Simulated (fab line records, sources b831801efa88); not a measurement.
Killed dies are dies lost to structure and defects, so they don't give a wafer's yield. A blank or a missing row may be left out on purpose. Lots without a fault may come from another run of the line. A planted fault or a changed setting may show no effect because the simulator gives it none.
fab line records | flow sky130
record lots=7 wafers=18 last_day=50
route steps=708 shown PWDE@52 NWELL@56 PAD_OPEN@708
lots that met no fault: from a run of the same line without faults
start_h: hours from the record's first day to the start of the lot's first wafer shown | wait_h: hours since the lot's step before | " the same as in the row above | L1.1+2: a row that stands for several wafers | - no value, or no start given | * or withheld: withheld | < > ~ a bound
route shown NAME@n: a module of which the file shows steps, and the number in the route of the first | usual: mean/standard deviation of fault-free wafers | same: alike in all rows | chamber/n: place in a boat | sites: the reading at each site | _std_site: their standard deviation | _edge_site: outer sites' mean less inner sites' | radius_mm: how far each site lies from the wafer's centre | mask NAME#n: copy n | behind: the tool/chamber that last shaped the wafer | hold: why the lot was held/for how many hours/how that ended | device: the transistor (n, p or np) that didn't switch | end of line: the same wafers' tests at the end of the route | a step without rows: its recipe alone | killed: dies lost to structure and defects at the first sort, not the wafer's yield | map: a wafer's dies, x killed, . not, _ none there
set.NAME: the setting as run; set.NAME@STEP: as run at that earlier step | model.NAME: the simulator's own value behind a step, which no gauge read
lots at some steps of the route; a table a step, a row a wafer
services: from which hour (start_h, from the record's first day; less than 0 if before it) a tool's chamber was out of use, for how many hours, and why
## steps
# step SKY_PWDE_OVL_MEAS_07
# usual PWDE_OVL=-0.7/1.4
# columns lot.wafer tool chamber start_h wait_h PWDE_OVL[nm]
L255.3 overlay-01 - 85.10 - 2.0
L255.4 " - " " 0.4
L255.6 " - " " -0.4
L258.1 overlay-01 - 102.68 - -1.1
L258.4 " - " " 0.4
L258.6 " - " " 0.8
L263.1 overlay-02 - 130.31 - 1.0
L263.4 " - " " 0.1
L264.5 overlay-01 - 133.81 - -2.3
L264.6 " - " " -1.4
L267.4 overlay-02 - 153.11 - 0.6
L267.5 " - " " -0.2
L270.1 overlay-02 - 181.76 - 0.5
L270.2 " - " " 0.2
L270.6 " - " " 0.3
L274.1 overlay-02 - 191.98 - -1.8
L274.3 " - " " 1.7
L274.6 " - " " 0.1
# step SKY_PWDE_IMPLANT_08
# recipe species=B energy_kev=150 dose_cm2=3.6e+12 tilt_deg=withheld
# step SKY_PWDE_STRIP_09
# recipe chemistry=O2/N2 power_w=1400 pressure_mtorr=1500 platen_temp_c=withheld o2_flow_sccm=3000 n2_flow_sccm=300 overash_fraction=0.5
# usual drypump_motor_current_A=5.47/0.15 o2_flow_sccm=3000/8.5 oes_product_au=0.722/0.0046 strip_time_to_endpoint_s=36.89/0.11
# columns lot.wafer tool chamber start_h wait_h drypump_motor_current_A o2_flow_sccm oes_product_au rf_hours_counter_h strip_time_to_endpoint_s
L255.3 plasma_asher-02 1 85.30 0.1 5.51 3014 0.726 - 36.81
L255.4 " 0 " " 5.48 3003 0.719 - 36.72
L255.6 " 0 " " 5.43 2990 0.722 - 36.72
L258.1 plasma_asher-04 1 102.87 0.1 5.40 3015 0.719 40 36.82
L258.4 " 0 " " 5.68 2995 0.727 - 36.89
L258.6 " 0 " " 5.70 2999 0.726 - 36.88
L263.1 plasma_asher-04 1 130.49 0.1 5.42 2985 0.721 44 36.89
L263.4 " 0 " " 5.67 3001 0.719 - 36.84
L264.5 plasma_asher-01 1 134.04 0.1 5.24 3004 0.728 - 36.99
L264.6 " 0 " " 5.46 2998 0.722 - 37.04
L267.4 plasma_asher-01 1 153.32 0.1 5.22 3007 0.720 - 36.85
L267.5 " 0 " " 5.45 2987 0.717 - 36.81
L270.1 plasma_asher-01 0 181.94 0.1 5.47 3009 0.722 48 36.94
L270.2 " 1 " " 5.25 2987 0.730 48 36.89
L270.6 " 1 " " 5.24 2992 0.723 - 36.81
L274.1 plasma_asher-02 0 192.17 0.1 5.47 2987 0.728 6 36.94
L274.3 " 1 " " 5.51 3009 0.719 - 36.91
L274.6 " 0 " " 5.48 2993 0.717 - 36.89
# step SKY_PWDE_TW_MEAS_10
# usual PWDE_TW=374.4/2.7
# columns lot.wafer tool chamber start_h wait_h PWDE_TW
L255.3 film_metro-01 - 85.39 0.1 374.5
L255.4 " - " " 374.3
L255.6 " - " " 373.5
L258.1 film_metro-04 - 102.97 0.1 375.7
L258.4 " - " " 376.0
L258.6 " - " " 376.1
L263.1 film_metro-01 - 130.59 0.1 375.8
L263.4 " - " " 374.7
L264.5 film_metro-01 - 134.11 0.0 375.3
L264.6 " - " " 371.1
L267.4 film_metro-01 - 153.41 0.1 373.0
L267.5 " - " " 374.7
L270.1 film_metro-01 - 182.04 0.1 375.6
L270.2 " - " " 378.5
L270.6 " - " " 375.4
L274.1 film_metro-04 - 192.27 0.1 373.0
L274.3 " - " " 373.1
L274.6 " - " " 374.8
# step SKY_NWELL_DEHYDRATE_03
# recipe temp_c=200 time_s=60
# step SKY_NWELL_HMDS_04
# recipe prime_time_s=60 prime_temp_c=120
# step SKY_NWELL_COAT_05
# recipe spin_rpm=2000 resist_thk_nm=3000
# step SKY_NWELL_SOFTBAKE_06
# recipe temp_c=110 time_s=withheld
# step SKY_NWELL_EXPOSE_07
# recipe mask_id=NWM na=0.6 source_shape=conventional sigma_outer=0.6 polarization=unpolarized target_cd_nm=840 dose_mj=255
# step SKY_NWELL_PEB_08
# recipe temp_c=115 time_s=withheld
# step SKY_NWELL_DEVELOP_09
# recipe wall_angle_deg=90 developer=TMAH develop_time_s=60 dev_temp_c=23
# step SKY_NWELL_OVL_MEAS_10
# usual NWELL_00_OVL=0.0/1.4
# columns lot.wafer tool chamber start_h wait_h NWELL_00_OVL[nm]
L255.3 overlay-02 - 102.35 - -0.2
L255.4 " - " " -0.7
L255.6 " - " " -1.3
L258.1 overlay-02 - 121.00 - 2.5
L258.4 " - " " 1.3
L258.6 " - " " 2.9
L263.1 overlay-02 - 149.05 - 0.0
L263.4 " - " " 0.7
L264.5 overlay-02 - 152.46 - -0.8
L264.6 " - " " -1.0
L267.4 overlay-02 - 173.85 - -0.8
L267.5 " - " " -0.4
L270.1 overlay-02 - 202.98 - -1.5
L270.2 " - " " -0.3
L270.6 " - " " -0.9
L274.1 overlay-01 - 213.66 - 2.3
L274.3 " - " " 3.1
L274.6 " - " " 2.0
# step SKY_NWELL_IMPLANT_11
# recipe species=P energy_kev=400 dose_cm2=1.9e+13 tilt_deg=withheld
# usual beam_on_s=9.99/0.21 faraday_current_uA=107.3/2.2
# columns lot.wafer tool chamber start_h wait_h beam_on_s faraday_current_uA
L255.3 implanter-01 0 102.42 0.1 10.06 106.8
L255.4 " 0 " " 9.87 108.3
L255.6 " 0 " " 9.95 107.6
L258.1 implanter-04 0 121.04 0.0 9.77 109.4
L258.4 " 0 " " 10.29 104.0
L258.6 " 0 " " 10.45 101.4
L263.1 implanter-01 0 149.09 0.0 9.94 107.5
L263.4 " 0 " " 7.51 142.5
L264.5 implanter-01 0 152.57 0.1 7.89 135.8
L264.6 " 0 " " 9.78 109.3
L267.4 implanter-01 0 173.94 0.1 7.57 141.7
L267.5 " 0 " " 7.43 143.7
L270.1 implanter-04 0 203.02 0.0 10.01 107.3
L270.2 " 0 " " 10.17 105.6
L270.6 " 0 " " 10.16 105.3
L274.1 implanter-04 0 213.69 0.0 10.21 105.0
L274.3 " 0 " " 9.94 107.5
L274.6 " 0 " " 9.83 109.0
# step SKY_NWELL_IMPLANT_12
# recipe species=P energy_kev=120 dose_cm2=1.3e+12 tilt_deg=withheld
# step SKY_NWELL_IMPLANT_13
# recipe species=P energy_kev=50 dose_cm2=7e+11 tilt_deg=withheld
# step SKY_NWELL_STRIP_14
# recipe chemistry=O2/N2 power_w=1400 pressure_mtorr=1500 platen_temp_c=withheld o2_flow_sccm=3000 n2_flow_sccm=300 overash_fraction=0.5
# usual drypump_motor_current_A=5.49/0.18 o2_flow_sccm=3000/8.4 oes_product_au=0.723/0.0045 strip_time_to_endpoint_s=36.87/0.11
# columns lot.wafer tool chamber start_h wait_h drypump_motor_current_A o2_flow_sccm oes_product_au rf_hours_counter_h strip_time_to_endpoint_s
L255.3 plasma_asher-01 1 102.85 0.1 5.22 3010 0.726 - 36.80
L255.4 " 0 " " 5.46 2990 0.728 - 36.92
L255.6 " 1 " " 5.23 3016 0.726 - 36.85
L258.1 plasma_asher-01 1 121.49 0.1 5.23 3007 0.722 42 36.85
L258.4 " 0 " " 5.48 2999 0.722 - 36.91
L258.6 " 1 " " 5.24 2998 0.726 - 36.87
L263.1 plasma_asher-02 0 149.54 0.1 5.47 3004 0.720 2 36.91
L263.4 " 1 " " 5.52 3005 0.719 - 36.86
L264.5 plasma_asher-02 1 161.23 0.1 5.55 3005 0.721 - 36.87
L264.6 " 0 " " 5.46 2987 0.722 - 36.84
L267.4 plasma_asher-01 0 174.35 0.1 5.49 3009 0.726 - 36.96
L267.5 " 1 " " 5.24 3003 0.726 - 36.82
L270.1 plasma_asher-02 0 203.47 0.1 5.49 3001 0.728 7 36.97
L270.2 " 1 " " 5.48 3005 0.714 7 37.03
L270.6 " 1 " " 5.51 2997 0.726 - 37.04
L274.1 plasma_asher-03 1 214.14 0.1 5.96 2989 0.718 43 36.84
L274.3 " 0 " " 5.42 3017 0.724 - 36.95
L274.6 " 1 " " 5.96 2995 0.722 - 36.94
# step SKY_NWELL_TW_MEAS_15
# usual NWELL_TW=1818/14
# columns lot.wafer tool chamber start_h wait_h NWELL_TW
L255.3 film_metro-02 - 102.94 0.1 1831
L255.4 " - " " 1843
L255.6 " - " " 1840
L258.1 film_metro-01 - 121.59 0.1 1817
L258.4 " - " " 1819
L258.6 " - " " 1813
L263.1 film_metro-02 - 149.64 0.1 1805
L263.4 " - " " 1661
L264.5 film_metro-02 - 161.30 0.0 1664
L264.6 " - " " 1803
L267.4 film_metro-04 - 174.45 0.1 1680
L267.5 " - " " 1678
L270.1 film_metro-01 - 203.57 0.1 1830
L270.2 " - " " 1818
L270.6 " - " " 1823
L274.1 film_metro-02 - 214.24 0.1 1790
L274.3 " - " " 1802
L274.6 " - " " 1796
# step SKY_NWELL_DEHYDRATE_16
# recipe temp_c=200 time_s=60
# step SKY_NWELL_HMDS_17
# recipe prime_time_s=60 prime_temp_c=120
# step SKY_NWELL_COAT_18
# recipe spin_rpm=2000 resist_thk_nm=3000
# step SKY_NWELL_SOFTBAKE_19
# recipe temp_c=110 time_s=withheld
# step SKY_NWELL_EXPOSE_20
# recipe mask_id=NWM_COMPLEMENT na=0.6 source_shape=conventional sigma_outer=0.6 polarization=unpolarized target_cd_nm=840 dose_mj=260
# step SKY_NWELL_PEB_21
# recipe temp_c=115 time_s=withheld
# step SKY_NWELL_DEVELOP_22
# recipe wall_angle_deg=90 developer=TMAH develop_time_s=60 dev_temp_c=23
# step SKY_NWELL_OVL_MEAS_23
# usual NWELL_01_OVL=0.1/1.4
# columns lot.wafer tool chamber start_h wait_h NWELL_01_OVL[nm]
L255.3 overlay-02 - 120.80 - 2.2
L255.4 " - " " 1.2
L255.6 " - " " 1.1
L258.1 overlay-02 - 139.30 - -1.2
L258.4 " - " " -0.5
L258.6 " - " " -0.4
L263.1 overlay-02 - 168.83 - 0.5
L263.4 " - " " 1.0
L264.5 overlay-01 - 181.51 - 2.9
L264.6 " - " " 2.1
L267.4 overlay-01 - 194.85 - -1.6
L267.5 " - " " 0.3
L270.1 overlay-02 - 225.75 - 0.0
L270.2 " - " " 0.1
L270.6 " - " " -0.3
L274.1 overlay-02 - 236.66 - 0.7
L274.3 " - " " -0.6
L274.6 " - " " 0.7
# step SKY_NWELL_IMPLANT_24
# recipe species=B energy_kev=140 dose_cm2=9.2e+12 tilt_deg=withheld
# step SKY_NWELL_STRIP_25
# recipe chemistry=O2/N2 power_w=1400 pressure_mtorr=1500 platen_temp_c=withheld o2_flow_sccm=3000 n2_flow_sccm=300 overash_fraction=0.5
# usual drypump_motor_current_A=5.54/0.23 o2_flow_sccm=3000/9.5 oes_product_au=0.723/0.005 strip_time_to_endpoint_s=36.90/0.097
# columns lot.wafer tool chamber start_h wait_h drypump_motor_current_A o2_flow_sccm oes_product_au rf_hours_counter_h strip_time_to_endpoint_s
L255.3 plasma_asher-03 1 121.00 0.1 5.95 3014 0.725 - 36.88
L255.4 " 0 " " 5.45 3000 0.723 - 36.80
L255.6 " 1 " " 5.97 3001 0.725 - 36.93
L258.1 plasma_asher-03 0 139.49 0.1 5.40 2999 0.725 36 36.95
L258.4 " 1 " " 5.96 3009 0.718 - 36.83
L258.6 " 0 " " 5.43 2992 0.727 - 36.92
L263.1 plasma_asher-02 1 169.02 0.1 5.51 3007 0.728 4 36.80
L263.4 " 0 " " 5.49 2991 0.720 - 36.86
L264.5 plasma_asher-01 1 181.74 0.1 5.25 2994 0.731 - 36.92
L264.6 " 0 " " 5.46 3002 0.731 - 36.93
L267.4 plasma_asher-02 1 195.05 0.1 5.54 3002 0.716 - 36.95
L267.5 " 1 " " 5.54 3008 0.729 - 36.91
L270.1 plasma_asher-01 1 225.94 0.1 5.22 3001 0.711 52 36.88
L270.2 " 0 " " 5.47 2986 0.720 52 36.84
L270.6 " 1 " " 5.27 2997 0.726 - 36.92
L274.1 plasma_asher-02 0 236.84 0.1 5.48 3004 0.729 11 36.84
L274.3 " 0 " " 5.46 3003 0.717 - 36.84
L274.6 " 1 " " 5.52 3003 0.730 - 36.93
# step SKY_NWELL_TW_MEAS_26
# usual NWELL_2_TW=496/3.2
# columns lot.wafer tool chamber start_h wait_h NWELL_2_TW
L255.3 film_metro-01 - 121.09 0.1 496
L255.4 " - " " 500
L255.6 " - " " 497
L258.1 film_metro-04 - 139.59 0.1 497
L258.4 " - " " 500
L258.6 " - " " 499
L263.1 film_metro-02 - 169.12 0.1 493
L263.4 " - " " 492
L264.5 film_metro-04 - 181.81 0.0 496
L264.6 " - " " 498
L267.4 film_metro-04 - 195.15 0.1 499
L267.5 " - " " 495
L270.1 film_metro-02 - 226.04 0.1 493
L270.2 " - " " 492
L270.6 " - " " 495
L274.1 film_metro-02 - 236.94 0.1 494
L274.3 " - " " 496
L274.6 " - " " 494
# step SKY_NWELL_CLEAN_27
# recipe chemistry=SC1/SC2 mix=1:4:20 temp_c=70 time_s=150 dry=n2_spin
# step SKY_NWELL_RTA_28
# recipe temp_c=1050 time_s=30 idle_temp_c=650 ramp_up_c_per_s=150 ramp_down_c_per_s=90 ambient=N2
# usual anneal_temp_c_max=1056.6/2.1 lamp_power_pct=25.30/0.053 wafer_temp_C_max=1054.9/0.92
# columns lot.wafer tool chamber start_h wait_h anneal_temp_c_max lamp_power_pct wafer_temp_C_max
L255.3 rtp_anneal-02 0 121.22 0.0 1057.1 25.34 1054.0
L255.4 " 0 " " 1058.3 25.32 1054.7
L255.6 " 0 " " 1058.2 25.37 1054.4
L258.1 rtp_anneal-01 0 139.70 0.0 1054.0 25.28 1057.6
L258.4 " 0 " " 1055.2 25.35 1054.8
L258.6 " 0 " " 1055.5 25.35 1056.0
L263.1 rtp_anneal-02 0 169.23 0.0 1059.9 25.38 1055.2
L263.4 " 0 " " 1057.7 25.38 1055.0
L264.5 rtp_anneal-02 0 181.95 0.1 1056.8 25.27 1054.8
L264.6 " 0 " " 1056.6 25.19 1055.3
L267.4 rtp_anneal-02 0 195.28 0.1 1057.0 25.32 1054.8
L267.5 " 0 " " 1059.5 25.27 1055.3
L270.1 rtp_anneal-02 0 226.15 0.0 1055.8 25.26 1054.9
L270.2 " 0 " " 1057.3 25.34 1054.5
L270.6 " 0 " " 1057.0 25.33 1055.2
L274.1 rtp_anneal-02 0 237.05 0.0 1061.6 25.31 1055.0
L274.3 " 0 " " 1058.0 25.29 1054.5
L274.6 " 0 " " 1057.3 25.22 1055.5
# step SKY_NWELL_RS_MEAS_29
# recipe thk_meas_gauge=four-point-probe
# usual NWELL_RS=625.2/1.5
# columns lot.wafer tool chamber start_h wait_h NWELL_RS[ohm/sq]
L255.3 film_metro-02 - 121.32 0.1 625.6
L255.4 " - " " 624.7
L255.6 " - " " 625.9
L258.1 film_metro-01 - 139.80 0.1 626.7
L258.4 " - " " 629.0
L258.6 " - " " 627.5
L263.1 film_metro-04 - 169.33 0.1 626.4
L263.4 " - " " 722.1
L264.5 film_metro-04 - 182.06 0.1 715.6
L264.6 " - " " 624.0
L267.4 film_metro-02 - 195.39 0.1 720.7
L267.5 " - " " 721.0
L270.1 film_metro-01 - 226.25 0.1 624.4
L270.2 " - " " 625.8
L270.6 " - " " 626.9
L274.1 film_metro-02 - 237.15 0.1 628.2
L274.3 " - " " 628.4
L274.6 " - " " 625.3
# step SKY_PAD_OPEN_PROBE_99
# usual killed_at_M0_to_M3=44/6.9 killed_at_M4_up=3.2/1.8 killed_at_contacts=23/5.2 killed_at_front_end=15/4.5 killed_at_other=0.3/0.56 killed_dies=85/8.8 killed_open=47/6.7 killed_short=39/6.4
# same gross_dies=492 killed_at_back_side=0
# columns lot.wafer tool chamber start_h wait_h killed_at_M0_to_M3 killed_at_M4_up killed_at_contacts killed_at_front_end killed_at_other killed_dies killed_open killed_short model.etest.nfet_16v.r_on_ohm_um model.etest.res_nwell.line_ohm_um model.etest.res_nwell.rs_ohm_sq model.etest.tip_p_5v.rs_ohm_sq model.etest.res_iso_pwell.width_nm model.etest.res_nwell.width_nm model.etest.pfet_16v.drive_ua_um model.etest.field_p.vt_v
L255.3 prober-01 - 1090.98 0.2 42 4 26 9 0 81 44 37 1.395e+04 1102 900.5 2867 2650 831.2 247.7 -38.87
L255.4 prober-01 - 1091.03 0.2 32 2 32 8 1 75 45 30 1.393e+04 1183 974.3 2869 2653 831.6 246.2 -42.95
L255.6 prober-01 - 1091.13 0.2 40 6 28 8 0 82 46 36 1.393e+04 1166 967.1 2860 2651 833 244.9 -42.31
L258.1 prober-02 - 1109.80 0.1 53 0 18 14 1 86 51 35 1.462e+04 1034 867.8 2811 2625 855.8 250.3 -37.98
L258.4 prober-02 - 1109.95 0.2 41 2 25 16 0 84 56 28 1.465e+04 1068 908.5 2808 2624 864.3 243.4 -40.95
L258.6 prober-02 - 1110.05 0.2 49 3 18 15 1 86 52 34 1.48e+04 1043 894.1 2788 2633 854 246.8 -39.48
L263.1 prober-01 - 1140.53 0.1 45 3 19 18 0 85 52 33 1.401e+04 1215 1029 2890 2631 844.6 240.1 -44.94
L263.4 prober-01 - 1140.68 0.2 48 2 25 8 0 83 30 53 1.501e+04 1427 1162 2840 2672 810.7 259 -37.52
L264.5 prober-01 - 1154.77 0.2 61 1 23 15 3 103 58 45 1.504e+04 1382 1130 2801 2682 815.3 255 -37.63
L264.6 prober-01 - 1154.82 0.2 33 4 23 19 0 79 47 32 1.404e+04 1147 959.3 2846 2648 841.7 245.5 -42.38
L267.4 prober-01 - 1162.27 0.2 46 4 26 6 0 82 34 48 1.533e+04 1377 1130 2816 2656 815.6 250.9 -37.34
L267.5 prober-01 - 1162.32 0.2 43 3 22 20 0 88 47 41 1.555e+04 1370 1131 2802 2661 813.3 252.3 -36.98
L270.1 prober-02 - 1187.91 0.1 42 6 30 10 0 88 41 47 1.405e+04 1207 1016 2858 2659 844.4 241.2 -44.99
L270.2 prober-02 - 1187.96 0.1 44 4 25 12 0 85 47 38 1.408e+04 1150 957.7 2830 2656 834.6 247.9 -41.9
L270.6 prober-02 - 1188.16 0.2 42 3 37 19 1 102 57 45 1.386e+04 1155 976.1 2837 2646 833.1 250.7 -42.74
L274.1 prober-02 - 1197.41 0.1 42 3 21 15 0 81 35 46 1.423e+04 1156 953.3 2862 2650 835.4 243.9 -41.81
L274.3 prober-02 - 1197.51 0.2 41 3 20 23 0 87 51 36 1.443e+04 1146 959.9 2849 2651 837.9 241.3 -42.28
L274.6 prober-02 - 1197.66 0.2 47 5 20 10 0 82 42 40 1.433e+04 1131 949.5 2822 2663 830.3 241.8 -41.39
# killed by level:class
L255.3 LI_CONTACT:geometric_particle:open=9 CONTACT:geometric_particle:open=9 VIA1:geometric_particle:short=9 VIA3:geometric_particle:open=8 VIA2:geometric_particle:open=5 CONTACT:geometric_particle:short=5 METAL1:geometric_particle:short=5 VIA1:geometric_particle:open=5
L255.4 CONTACT:geometric_particle:open=11 LI_CONTACT:geometric_particle:open=9 VIA1:geometric_particle:open=7 VIA3:geometric_particle:open=6 LI_CONTACT:geometric_particle:short=4 CONTACT:geometric_particle:short=4 VIA3:geometric_particle:short=4 FIELD_ISO:geometric_particle:open=3
L255.6 VIA1:geometric_particle:open=11 LI_CONTACT:geometric_particle:open=9 VIA3:geometric_particle:open=8 CONTACT:geometric_particle:open=7 METAL2:geometric_particle:short=5 LOCAL_INTERCONNECT:geometric_particle:short=5 VIA1:geometric_particle:short=5 CONTACT:geometric_particle:short=4
L258.1 VIA1:geometric_particle:open=13 LI_CONTACT:geometric_particle:open=7 METAL3:geometric_particle:short=7 CONTACT:geometric_particle:open=6 VIA1:geometric_particle:short=6 FIELD_ISO:geometric_particle:open=5 VIA2:geometric_particle:open=5 METAL3:geometric_particle:open=5
L258.4 LI_CONTACT:geometric_particle:open=14 CONTACT:geometric_particle:open=8 VIA1:geometric_particle:open=8 VIA3:geometric_particle:open=7 VIA2:geometric_particle:open=6 FIELD_ISO:geometric_particle:short=5 METAL1:geometric_particle:short=5 VIA2:geometric_particle:short=4
L258.6 VIA1:geometric_particle:open=15 CONTACT:geometric_particle:open=8 VIA3:geometric_particle:open=7 VIA2:geometric_particle:short=6 VIA2:geometric_particle:open=5 POLY_GATE:geometric_particle:open=4 POLY_GATE:geometric_particle:short=4 LI_CONTACT:geometric_particle:open=4
L263.1 VIA1:geometric_particle:open=10 VIA2:geometric_particle:open=10 CONTACT:geometric_particle:open=9 VIA3:geometric_particle:open=6 POLY_GATE:geometric_particle:short=5 LI_CONTACT:geometric_particle:open=5 VIA2:geometric_particle:short=5 FIELD_ISO:geometric_particle:open=4
L263.4 VIA1:geometric_particle:open=10 CONTACT:geometric_particle:open=9 VIA1:geometric_particle:short=8 METAL2:geometric_particle:short=7 LOCAL_INTERCONNECT:geometric_particle:short=6 VIA3:geometric_particle:short=6 METAL1:geometric_particle:short=5 FIELD_ISO:geometric_particle:short=4
L264.5 VIA1:geometric_particle:open=15 CONTACT:geometric_particle:open=11 VIA2:geometric_particle:open=10 VIA3:geometric_particle:open=9 VIA1:geometric_particle:short=6 CONTACT:geometric_particle:short=6 POLY_GATE:geometric_particle:open=5 VIA3:geometric_particle:short=5
L264.6 CONTACT:geometric_particle:open=11 VIA1:geometric_particle:open=9 LI_CONTACT:geometric_particle:open=7 VIA1:geometric_particle:short=7 VIA3:geometric_particle:open=7 METAL1:geometric_particle:short=6 FIELD_ISO:geometric_particle:open=4 POLY_GATE:geometric_particle:open=4
L267.4 CONTACT:geometric_particle:open=8 CONTACT:geometric_particle:short=8 VIA1:geometric_particle:short=7 VIA1:geometric_particle:open=7 METAL2:geometric_particle:short=7 LOCAL_INTERCONNECT:geometric_particle:short=5 VIA2:geometric_particle:open=5 VIA3:geometric_particle:short=5
L267.5 LI_CONTACT:geometric_particle:open=8 VIA3:geometric_particle:open=8 VIA1:geometric_particle:open=7 FIELD_ISO:geometric_particle:short=6 CONTACT:geometric_particle:open=6 METAL2:geometric_particle:short=6 FIELD_ISO:geometric_particle:open=5 VIA1:geometric_particle:short=5
L270.1 VIA2:geometric_particle:open=11 CONTACT:geometric_particle:short=10 CONTACT:geometric_particle:open=8 METAL1:geometric_particle:short=6 METAL4:geometric_particle:short=6 VIA1:geometric_particle:open=5 METAL2:geometric_particle:short=5 LI_CONTACT:geometric_particle:short=4
L270.2 VIA1:geometric_particle:open=11 CONTACT:geometric_particle:open=10 CONTACT:geometric_particle:short=9 VIA3:geometric_particle:open=8 VIA1:geometric_particle:short=7 VIA2:geometric_particle:open=6 FIELD_ISO:geometric_particle:short=4 LI_CONTACT:geometric_particle:open=4
L270.6 CONTACT:geometric_particle:open=17 LI_CONTACT:geometric_particle:open=9 VIA1:geometric_particle:open=8 VIA3:geometric_particle:open=7 CONTACT:geometric_particle:short=6 VIA1:geometric_particle:short=6 METAL2:geometric_particle:short=6 FIELD_ISO:geometric_particle:short=5
L274.1 VIA1:geometric_particle:open=14 LOCAL_INTERCONNECT:geometric_particle:short=6 CONTACT:geometric_particle:short=6 VIA2:geometric_particle:open=6 FIELD_ISO:geometric_particle:short=5 POLY_GATE:geometric_particle:short=5 METAL2:geometric_particle:short=5 LI_CONTACT:geometric_particle:open=4
L274.3 VIA1:geometric_particle:open=10 CONTACT:geometric_particle:short=7 VIA3:geometric_particle:open=7 CONTACT:geometric_particle:open=6 LI_CONTACT:geometric_particle:open=5 METAL1:geometric_particle:short=5 METAL2:geometric_particle:short=5 FIELD_ISO:geometric_particle:open=4
L274.6 VIA3:geometric_particle:open=10 VIA1:geometric_particle:open=9 CONTACT:geometric_particle:short=8 VIA2:geometric_particle:open=6 LI_CONTACT:geometric_particle:open=5 METAL1:geometric_particle:short=5 POLY_GATE:geometric_particle:short=4 METAL2:geometric_particle:short=4
## services
# columns tool chamber start_h hours kind
plasma_asher-01 - 89.23 4.1 repair
plasma_asher-02 - 102.76 13.6 repair
plasma_asher-02 - 116.40 9.0 pm
plasma_asher-02 0 116.40 9.0 vent_cycle
plasma_asher-02 1 116.40 9.0 vent_cycle
plasma_asher-02 0 125.40 - clean
plasma_asher-02 1 125.40 - clean
implanter-04 - 158.06 0.5 repair
plasma_asher-04 - 164.17 7.2 repair
rtp_anneal-01 - 178.76 1.2 pm
implanter-04 - 206.64 4.9 pm
## key
first_sign step=SKY_NWELL_IMPLANT_11 reading=faraday_current_uA direction=up sigmas=15 usual=107.3 struck=140.9
effect step=SKY_NWELL_IMPLANT_11 reading=beam_on_s direction=down sigmas=12 usual=9.99 struck=7.60
effect step=SKY_NWELL_TW_MEAS_15 reading=NWELL_TW direction=down sigmas=10 usual=1818 struck=1671
effect step=SKY_NWELL_RS_MEAS_29 reading=NWELL_RS direction=up sigmas=61 usual=625.2 struck=719.9
model_effect step=SKY_PAD_OPEN_PROBE_99 value=etest.nfet_16v.r_on_ohm_um without=1.414e+04 struck=1.523e+04
met_at SKY_NWELL_IMPLANT_11
struck_wafers L263.4,L264.5,L267.4,L267.5
tester_left_out L263,L264,L267
onset_between 102.42 149.09
fault kind=process_parameter_drift tool=implanter-01 chamber=- onset_h=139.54 steps=SKY_NWELL_IMPLANT_11 channel=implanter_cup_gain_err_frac offset=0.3 shape=step end_h=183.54 scope=struck_wafers_only
# tester_left_out: of these lots the tester's yield and bins aren't shown, on N5 and GAA mostly nor the transistor test; their killed dies are dies lost to structure and defects alone, not to doping, threshold or leakage, so they don't give the yield
